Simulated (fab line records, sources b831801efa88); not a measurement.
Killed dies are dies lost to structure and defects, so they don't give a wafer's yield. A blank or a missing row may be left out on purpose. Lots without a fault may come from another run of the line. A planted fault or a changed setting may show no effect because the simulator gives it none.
A struck lot beside a sound one | flow gf180mcu | 15 steps out of a route of 602
Sound: wafers L881.3, L881.5, L881.6. Struck: wafer L875.3. (L875.1, L875.6 of the same lot were not struck and are left out.) The cause comes at the end.
At each step with rows: each side's tool, then ch and its chambers, then its first start. Under that, the readings that differ: sound wafers | struck wafers | difference of the means | sigmas: that difference in standard deviations of wafers without a fault.
alike: readings whose means differ by less than 2 such deviations, and words and numbers that are the same on both sides. not compared: withheld readings, readings that some wafer has no value for, bounds like >300 that may hide the same value, and numbers for which the record gives no deviation and whose values overlap.
The two part at a step that has a row with sigmas, a row that says differs or no value, or rows on one side only. Numbers that don't overlap but have no deviation are shown without sigmas and don't part them. A reading that every wafer of one side lacks parts them only if that side has two wafers or more.

first, 3 steps without rows for these wafers: GF_V4_STRIP_19 (strips in post etch residue remover, time 1200 s); GF_V4_CLEAN_20 (cleans in DIW); GF_V4_SPUTTER_21 (material Ti, target thk 15 nm, time 80.02 s).
GF_V4_SPUTTER_22: material TiN, target thk 10 nm, time 40 s.
  sound on pvd_sputter-03, day 30 02:49; struck on pvd_sputter-04, day 28 07:06
  alike: cathode_dc_power_W, chamber_pressure_pa, throttle_valve_pct
GF_V4_CVD_23: deposits W, target thk 350 nm, time 104.9 s.
  sound on cvd_w-02 ch 0,1, day 30 02:54; struck on cvd_w-01 ch 1, day 28 07:08
  alike: heater_power_w
GF_V4_RS_MEAS_24: measures by four-point-probe.
  sound on film_metro-01, day 30 03:01; struck on film_metro-04, day 28 07:16
  alike: V4_W_RS
GF_V4_THK_MEAS_25: measures by xrf.
  sound on film_metro-01, day 30 03:07; struck on film_metro-04, day 28 07:23
  alike: V4_W_THK
GF_V4_CMP_26: polishes, stops on SiO2, t overpolish 15 s, target thk 0 nm.
  sound on cmp-01 ch 0,1,2, day 30 03:18; struck on cmp-02 ch 2, day 28 07:26
  alike: motor_current_A, overpolish_run_s, time_to_endpoint_s
then, 2 steps without rows for these wafers: GF_MIM_SPUTTER_00 (material Ti, target thk 37.5 nm, time 150 s); GF_MIM_SPUTTER_01 (material TiN, target thk 30 nm, time 25 s).
GF_MIM_SPUTTER_02: material AlCu, target thk 450 nm, time 23.9 s.
  sound on pvd_sputter-03, day 30 03:35; struck on pvd_sputter-04, day 28 07:52
  alike: cathode_dc_power_W, chamber_pressure_pa, throttle_valve_pct
then, 1 step without rows for these wafers: GF_MIM_SPUTTER_03 (material Ti, target thk 10 nm, time 6.7 s).
GF_MIM_SPUTTER_04: material TiN, target thk 50 nm, time 41.7 s.
  sound on pvd_sputter-03, day 30 03:38; struck on pvd_sputter-04, day 28 07:55
  reading                  | sound                | struck | difference | sigmas
  chamber_pressure_pa (Pa) | 0.3984 0.3993 0.3986 | 0.3818 | -0.0170    | -20
  alike: cathode_dc_power_W, throttle_valve_pct
GF_MIM_CVD_05: deposits Si3N4, target thk 42 nm, time 29.086 s.
  sound on pecvd-01 ch 0,1,2, day 30 03:40; struck on pecvd-01 ch 0, day 28 07:58
  alike: heater_power_w
then, 1 step without rows for these wafers: GF_PASSIVATION_PROBE_99.

WHERE THEY PART
Only at GF_MIM_SPUTTER_04, within this record. Later steps at which nothing parts them and some readings are alike: GF_MIM_CVD_05.

WHY: what the simulator had put in
Process parameter drift: pvd_sputter-04, from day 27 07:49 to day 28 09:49, at GF_MIM_SPUTTER_04. Setting chamber_pressure_pa, moved by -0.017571, from 0.4. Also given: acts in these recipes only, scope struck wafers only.
